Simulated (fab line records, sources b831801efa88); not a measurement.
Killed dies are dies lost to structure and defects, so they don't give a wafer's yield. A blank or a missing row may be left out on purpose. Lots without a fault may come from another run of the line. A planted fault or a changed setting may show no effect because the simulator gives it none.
A struck lot beside a sound one | flow sky130 | 16 steps out of a route of 708
Sound: wafers L847.2, L847.3, L847.5. Struck: wafers L845.2, L845.3, L845.6. The cause comes at the end.
At each step with rows: each side's tool, then ch and its chambers, then its first start. Under that, the readings that differ: sound wafers | struck wafers | difference of the means | sigmas: that difference in standard deviations of wafers without a fault.
alike: readings whose means differ by less than 2 such deviations, and words and numbers that are the same on both sides. not compared: withheld readings, readings that some wafer has no value for, bounds like >300 that may hide the same value, and numbers for which the record gives no deviation and whose values overlap.
The two part at a step that has a row with sigmas, a row that says differs or no value, or rows on one side only. Numbers that don't overlap but have no deviation are shown without sigmas and don't part them. A reading that every wafer of one side lacks parts them only if that side has two wafers or more.

SKY_VIA1_CMP_02: polishes SiO2.
  sound on cmp-01 ch 0,1,2, day 35 23:50; struck on cmp-02 ch 0,3, day 35 17:02
  alike: motor_current_A, retaining_ring_pressure_frac
SKY_VIA1_BOW_MEAS_03:
  sound on film_metro-03, day 36 00:09; struck on film_metro-03, day 35 17:21
  alike: VIA1_BOW
then, 8 steps without rows for these wafers: SKY_VIA1_DEHYDRATE_04 (time 60 s); SKY_VIA1_HMDS_05 (prime time 60 s); SKY_VIA1_COAT_06 (resist thk 60 nm); SKY_VIA1_COAT_07 (resist thk 450 nm); SKY_VIA1_SOFTBAKE_08 (time 90 s); SKY_VIA1_EXPOSE_09 (exposes mask VIM, target cd 150 nm); SKY_VIA1_PEB_10; SKY_VIA1_DEVELOP_11 (develop time 60 s).
SKY_VIA1_CD_MEAS_12: target cd 150 nm.
  sound on cd_sem-01, day 37 02:13; struck on cd_sem-02, day 36 20:01
  alike: cd_nm
SKY_VIA1_OVL_MEAS_13:
  sound on overlay-02, day 37 02:19; struck on overlay-01, day 36 20:07
  alike: VIA1_OVL
SKY_VIA1_ETCH_14: etches BARC in N2/H2, stops on SiO2, time 45.9 s, target depth 60 nm.
  sound on rie_diel-02 ch 1,2,3, day 37 02:21; struck on rie_diel-04 ch 0,3, day 36 20:09
  no value came back on the struck wafers for any of 7 readings (bias_w (W), chamber_pressure_mTorr (mTorr) and others); on the sound wafers bias_w (W) reads 100.27 100.29 99.89
  reading                                     | sound             | struck            | difference | sigmas
  model.KrF-thick_of_VIA1_COAT_07.thk_nm (nm) | 395.6 394.9 394.4 | 435.3 436.9 435.6 | +41.0      |
  not compared: rf_hours_counter_h
SKY_VIA1_ETCH_15: etches SiO2 in C4F8/O2/Ar, stops on TiN, target depth 351 nm, time 54 s.
  sound on rie_diel-02 ch 1,2,3, day 37 02:23; struck on rie_diel-04 ch 0,3, day 36 20:11
  reading                                     | sound             | struck            | difference | sigmas
  oes_product_au (a.u.)                       | 0.964 0.973 0.980 | 0.367 0.376 0.384 | -0.597     | -82
  model.KrF-thick_of_VIA1_COAT_07.thk_nm (nm) | 329 326 325.2     | 365 368.3 365.3   | +39        |
  alike: bias_w, chamber_pressure_mTorr, rf_fwd_power_W
  not compared: rf_hours_counter_h
SKY_VIA1_STRIP_16: strips in O2/N2.
  sound on plasma_asher-01 ch 0,1, day 37 02:26; struck on plasma_asher-04 ch 0,1, day 36 20:14
  reading                      | sound             | struck            | difference | sigmas
  oes_product_au (a.u.)        | 0.425 0.418 0.416 | 0.436 0.446 0.434 | +0.019     | +4
  strip_time_to_endpoint_s (s) | 4.517 4.478 4.485 | 4.892 4.938 4.891 | +0.414     | +15
  alike: drypump_motor_current_A
  not compared: rf_hours_counter_h
then, 1 step without rows for these wafers: SKY_VIA1_STRIP_17 (strips in post etch residue remover, time 1200 s).

WHERE THEY PART
First at SKY_VIA1_ETCH_14; last, within this record, at SKY_VIA1_STRIP_16.

WHY: what the simulator had put in
Skipped step whole: rie_diel-04, from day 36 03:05 on, at SKY_VIA1_ETCH_14. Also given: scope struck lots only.
